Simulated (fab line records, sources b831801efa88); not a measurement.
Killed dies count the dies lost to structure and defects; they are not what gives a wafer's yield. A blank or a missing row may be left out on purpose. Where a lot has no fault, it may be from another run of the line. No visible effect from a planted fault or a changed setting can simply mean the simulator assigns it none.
fab line records	flow gf180mcu
record lots=14	wafers=42	last-day=34
route steps=602 shown HV_LDD@186 PSD@254 SALICIDE@282
lots that met no fault: from a run of the same line without faults
start-h: hours from the record's first day to the start of the lot's first wafer shown	wait-h: how many hours have passed since the lot's step before this one	" identical to the entry in the row above	L1.1+2: several wafers, shown together as one row	- no value, or no start given	* or withheld: withheld	< > ~ a bound
route shown NAME@n: NAME is a module with steps in the file, n the number in the route of the first one	usual: mean and standard deviation over wafers with no fault	same: alike in all rows	chamber/n: place in a boat	sites: per-site readings	_std_site: standard deviation across them	_edge_site: outer sites' mean less inner sites'	radius-mm: how far each site lies from the wafer's centre	mask NAME#n: copy n	behind: tool/chamber where the wafer was last shaped	hold: the reason the lot was held/the length of the hold in hours/how it ended	device: whichever transistor did not switch (one of n, p or np)	end of line: at the end of the route, the tests of the same wafers	a step without rows: its recipe alone	killed: the dies lost at the first sort to structure and to defects; this is not the yield of the wafer	map: the dies of a wafer, with x for killed, . for not killed, _ for no die there
set.NAME: the setting the step ran with; set.NAME@STEP: the setting that earlier step ran with	model.NAME: the simulator's own value behind a step, which no gauge read
steps of the route over a sample of lots; a table a step, a row a wafer
services: a tool's chamber out of use, with start hour (start-h, from the record's first day; less than 0 if before it), hours out, and reason
## steps
# step GF_HV_LDD_STRIP_10
# recipe chemistry=O2/N2	power-w=1400	pressure-mtorr=1500	platen-temp-c=250	o2-flow-sccm=3000	n2-flow-sccm=300	overash-fraction=0.5
# usual drypump-motor-current-A=5.7/0.45	heater-power-w=356/23	oes-product-au=0.715/0.0041	platen-temp-c=250.00/0.18	strip-time-to-endpoint-s=12.62/0.041
lot.wafer	tool	chamber	start-h	wait-h	drypump-motor-current-A	heater-power-w	oes-product-au	platen-temp-c	rf-hours-counter-h	strip-time-to-endpoint-s
L644.1	plasma-asher-04	0	216.38	0.1	6.5	378	0.718	249.95	59	12.61
L644.2	"	1	"	"	5.5	355	0.714	250.04	59	12.60
L644.6	"	0	"	"	6.5	390	0.709	249.78	-	12.59
L645.1	plasma-asher-03	1	222.54	0.1	5.7	310	0.713	250.05	9	12.63
L645.2	"	0	"	"	5.4	361	0.713	249.94	9	12.66
L645.4	"	1	"	"	5.7	300	0.716	250.20	-	12.64
L646.2	plasma-asher-03	0	228.73	0.1	5.4	364	0.719	250.10	10	12.64
L646.3	"	0	"	"	5.4	356	0.717	250.07	-	12.61
L646.4	"	1	"	"	5.7	306	0.719	250.25	-	12.66
L647.1	plasma-asher-04	1	239.44	0.1	5.5	362	0.710	250.02	61	12.61
L647.2	"	0	"	"	6.5	370	0.727	249.94	61	12.65
L647.3	"	1	"	"	5.5	359	0.717	249.93	-	12.65
L648.4	plasma-asher-03	0	253.01	0.1	5.4	360	0.715	249.92	-	12.58
L648.5	"	0	"	"	5.4	361	0.709	249.96	-	12.63
L648.6	"	1	"	"	5.7	307	0.718	249.89	-	12.61
L650.2	plasma-asher-03	1	263.94	0.1	5.7	306	0.715	250.18	14	12.61
L650.5	"	1	"	"	5.7	304	0.719	250.09	-	12.61
L650.6	"	0	"	"	5.4	359	0.713	249.78	-	12.60
L651.2	plasma-asher-04	1	269.38	0.1	5.5	352	0.711	250.32	64	12.61
L651.3	"	1	"	"	5.5	360	0.718	249.85	-	12.65
L651.4	"	0	"	"	6.5	383	0.714	250.27	-	12.67
L655.1	plasma-asher-04	1	304.22	0.1	5.5	350	0.716	249.90	67	12.60
L655.5	"	0	"	"	6.5	378	0.718	249.93	-	12.57
L655.6	"	1	"	"	5.5	354	0.709	249.89	-	12.57
L656.1	plasma-asher-04	1	308.58	0.1	5.5	354	0.719	249.93	68	12.52
L656.4	"	1	"	"	5.5	364	0.711	249.86	-	12.54
L656.5	"	0	"	"	6.5	377	0.717	249.88	-	12.53
L661.1	plasma-asher-02	1	344.87	0.1	5.2	353	0.716	250.14	57	12.63
L661.4	"	0	"	"	5.5	379	0.720	250.05	-	12.64
L661.5	"	1	"	"	5.2	359	0.711	249.83	-	12.59
L662.3	plasma-asher-04	1	349.12	0.1	5.4	357	0.712	250.06	-	12.59
L662.5	"	0	"	"	6.5	389	0.712	250.06	-	12.62
L662.6	"	1	"	"	5.5	360	0.711	249.99	-	12.62
L663.2	plasma-asher-02	1	355.73	0.1	5.2	363	0.714	250.05	59	12.58
L663.3	"	1	"	"	5.2	363	0.719	249.98	-	12.57
L663.5	"	0	"	"	5.6	364	0.728	250.24	-	12.54
L664.2	plasma-asher-03	0	363.23	0.1	5.5	360	0.725	250.10	24	12.60
L664.5	"	1	"	"	5.7	305	0.714	249.95	-	12.61
L664.6	"	0	"	"	5.5	357	0.715	249.98	-	12.58
L666.3	plasma-asher-04	0	377.11	0.1	6.5	385	0.712	250.23	-	12.56
L666.4	"	1	"	"	5.5	355	0.716	250.23	-	12.63
L666.6	"	1	"	"	5.5	353	0.716	249.96	-	12.63
# step GF_HV_LDD_TW_MEAS_23
# usual HV_LDD_2_TW=1055/7.6
lot.wafer	tool	chamber	start-h	wait-h	HV_LDD_2_TW
L644.1	film-metro-02	-	235.48	0.1	1052
L644.2	"	-	"	"	1061
L644.6	"	-	"	"	1062
L645.1	film-metro-02	-	241.48	0.1	1054
L645.2	"	-	"	"	1061
L645.4	"	-	"	"	1053
L646.2	film-metro-02	-	247.15	0.1	1056
L646.3	"	-	"	"	1064
L646.4	"	-	"	"	1057
L647.1	film-metro-02	-	257.73	0.1	1060
L647.2	"	-	"	"	1060
L647.3	"	-	"	"	1063
L648.4	film-metro-04	-	272.76	0.1	1051
L648.5	"	-	"	"	1044
L648.6	"	-	"	"	1046
L650.2	film-metro-01	-	283.30	0.1	1050
L650.5	"	-	"	"	1051
L650.6	"	-	"	"	1054
L651.2	film-metro-01	-	288.99	0.1	1053
L651.3	"	-	"	"	1055
L651.4	"	-	"	"	1054
L655.1	film-metro-01	-	325.13	0.1	1053
L655.5	"	-	"	"	1050
L655.6	"	-	"	"	1052
L656.1	film-metro-02	-	329.22	0.1	1056
L656.4	"	-	"	"	1056
L656.5	"	-	"	"	1053
L661.1	film-metro-02	-	367.48	0.1	1052
L661.4	"	-	"	"	1051
L661.5	"	-	"	"	1053
L662.3	film-metro-04	-	371.74	0.1	1045
L662.5	"	-	"	"	1045
L662.6	"	-	"	"	1044
L663.2	film-metro-02	-	378.09	0.1	1055
L663.3	"	-	"	"	1052
L663.5	"	-	"	"	1049
L664.2	film-metro-01	-	385.44	0.1	1066
L664.5	"	-	"	"	1060
L664.6	"	-	"	"	1064
L666.3	film-metro-01	-	399.65	0.1	1067
L666.4	"	-	"	"	1067
L666.6	"	-	"	"	1062
# step GF_PSD_DEVELOP_06
# recipe develop-time-s=60	dev-temp-c=23
# usual chill-plate-temp-C=23.00/0.097	develop-time-s=60/0	exhaust-pa=45.0/0.94
lot.wafer	tool	chamber	start-h	wait-h	chill-plate-temp-C	develop-time-s	exhaust-pa
L644.1	litho-track-01	0	316.64	0.1	22.80	60	44.1
L644.2	"	0	"	"	22.93	60	44.0
L644.6	"	0	"	"	22.85	60	45.0
L645.1	litho-track-04	0	323.07	0.1	23.09	60	45.6
L645.2	"	0	"	"	23.14	60	45.2
L645.4	"	0	"	"	23.06	60	44.9
L646.2	litho-track-02	0	328.39	0.1	22.97	60	46.1
L646.3	"	0	"	"	22.95	60	45.6
L646.4	"	0	"	"	23.03	60	45.1
L647.1	litho-track-04	0	341.07	0.1	22.89	60	46.1
L647.2	"	0	"	"	22.82	60	44.4
L647.3	"	0	"	"	22.99	60	44.8
L648.4	litho-track-04	0	358.00	0.1	23.02	60	44.9
L648.5	"	0	"	"	22.99	60	44.0
L648.6	"	0	"	"	23.08	60	44.8
L650.2	litho-track-02	0	370.89	0.1	22.92	60	46.6
L650.5	"	0	"	"	22.92	60	44.2
L650.6	"	0	"	"	23.00	60	44.9
L651.2	litho-track-01	0	376.87	0.1	22.74	60	45.5
L651.3	"	0	"	"	22.99	60	44.7
L651.4	"	0	"	"	23.04	60	44.6
L655.1	litho-track-04	-	418.77	0.1	-	-	-
L655.5	"	-	"	"	-	-	-
L655.6	"	-	"	"	-	-	-
L656.1	litho-track-02	-	425.26	0.1	-	-	-
L656.4	"	-	"	"	-	-	-
L656.5	"	-	"	"	-	-	-
L661.1	litho-track-01	0	464.34	0.1	23.00	60	45.4
L661.4	"	0	"	"	22.86	60	45.3
L661.5	"	0	"	"	23.17	60	46.3
L662.3	litho-track-01	0	470.19	0.1	22.95	60	45.4
L662.5	"	0	"	"	22.92	60	45.1
L662.6	"	0	"	"	23.01	60	45.5
L663.2	litho-track-04	0	477.80	0.1	23.18	60	44.9
L663.3	"	0	"	"	22.96	60	44.9
L663.5	"	0	"	"	22.98	60	44.2
L664.2	litho-track-04	0	484.80	0.1	22.95	60	43.4
L664.5	"	0	"	"	22.98	60	43.6
L664.6	"	0	"	"	22.98	60	44.0
L666.3	litho-track-04	0	500.07	0.1	22.98	60	47.3
L666.4	"	0	"	"	23.01	60	45.8
L666.6	"	0	"	"	23.02	60	45.5
# step GF_SALICIDE_RS_MEAS_04
# recipe thk-meas-gauge=four-point-probe	reads=TiN_of_SALICIDE_SPUTTER_03+Co_of_SALICIDE_SPUTTER_02
# usual SALICIDE_TIN_RS=16.29/0.28
lot.wafer	tool	chamber	start-h	wait-h	SALICIDE_TIN_RS[ohm/sq]
L644.1	film-metro-03	-	338.12	0.0	15.81
L644.2	"	-	"	"	16.00
L644.6	"	-	"	"	15.86
L645.1	film-metro-02	-	346.23	0.0	16.16
L645.2	"	-	"	"	16.43
L645.4	"	-	"	"	16.24
L646.2	film-metro-02	-	351.95	0.0	16.18
L646.3	"	-	"	"	16.01
L646.4	"	-	"	"	16.25
L647.1	film-metro-01	-	363.77	0.0	16.05
L647.2	"	-	"	"	16.12
L647.3	"	-	"	"	15.99
L648.4	film-metro-02	-	381.97	0.1	16.11
L648.5	"	-	"	"	16.09
L648.6	"	-	"	"	16.16
L650.2	film-metro-01	-	395.37	0.0	16.14
L650.5	"	-	"	"	16.06
L650.6	"	-	"	"	16.53
L651.2	film-metro-02	-	401.31	0.0	15.88
L651.3	"	-	"	"	15.86
L651.4	"	-	"	"	15.82
L655.1	film-metro-03	-	444.29	0.0	16.58
L655.5	"	-	"	"	16.42
L655.6	"	-	"	"	16.57
L656.1	film-metro-02	-	451.88	0.0	16.30
L656.4	"	-	"	"	16.42
L656.5	"	-	"	"	16.04
L661.1	film-metro-02	-	490.19	0.0	16.46
L661.4	"	-	"	"	16.52
L661.5	"	-	"	"	16.21
L662.3	film-metro-02	-	495.67	0.1	16.37
L662.5	"	-	"	"	16.13
L662.6	"	-	"	"	16.83
L663.2	film-metro-03	-	502.36	0.0	16.46
L663.3	"	-	"	"	16.29
L663.5	"	-	"	"	16.55
L664.2	film-metro-03	-	509.97	0.0	16.27
L664.5	"	-	"	"	16.15
L664.6	"	-	"	"	16.21
L666.3	film-metro-03	-	524.92	0.1	16.41
L666.4	"	-	"	"	16.11
L666.6	"	-	"	"	16.40
## services
tool	chamber	start-h	hours	kind
plasma-asher-02	-	200.34	13.9	repair
plasma-asher-03	-	200.73	4.5	repair
plasma-asher-04	-	291.85	4.3	pm
plasma-asher-02	-	411.97	14.6	pm
plasma-asher-04	-	421.25	9.0	pm
plasma-asher-04	0	421.25	9.0	vent-cycle
plasma-asher-04	1	421.25	9.0	vent-cycle
plasma-asher-04	0	430.25	-	clean
plasma-asher-04	1	430.25	-	clean
litho-track-02	-	450.51	-	consumable-replace:filter
plasma-asher-02	-	455.97	2.8	pm
plasma-asher-04	-	499.36	1.5	repair
## key
first-sign step=GF_PSD_DEVELOP_06	reading=tool-record	direction=missing
effect none on later readings
met-at GF_PSD_DEVELOP_06
struck-lots L655,L656
sort-left-out L655.1,L655.5,L655.6,L656.1,L656.4,L656.5
tester-left-out L655,L656
not-acting-at GF_HV_LDD_STRIP_10,GF_HV_LDD_TW_MEAS_23,GF_SALICIDE_RS_MEAS_04
onset-between 370.89 418.77
fault kind=skipped-step-whole	tool=litho-track-02,litho-track-04	chamber=-	onset-h=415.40	steps=GF_PSD_DEVELOP_06	scope=struck-lots-only
# tester-left-out: of these lots the tester's yield and bins aren't shown, on N5 and GAA mostly nor the transistor test; their killed dies are dies lost to structure and defects alone, not to doping, threshold or leakage, so they don't give the yield
# sort-left-out: the simulated sort isn't trusted on such a fault, so these wafers' sort isn't shown, and their yield isn't known
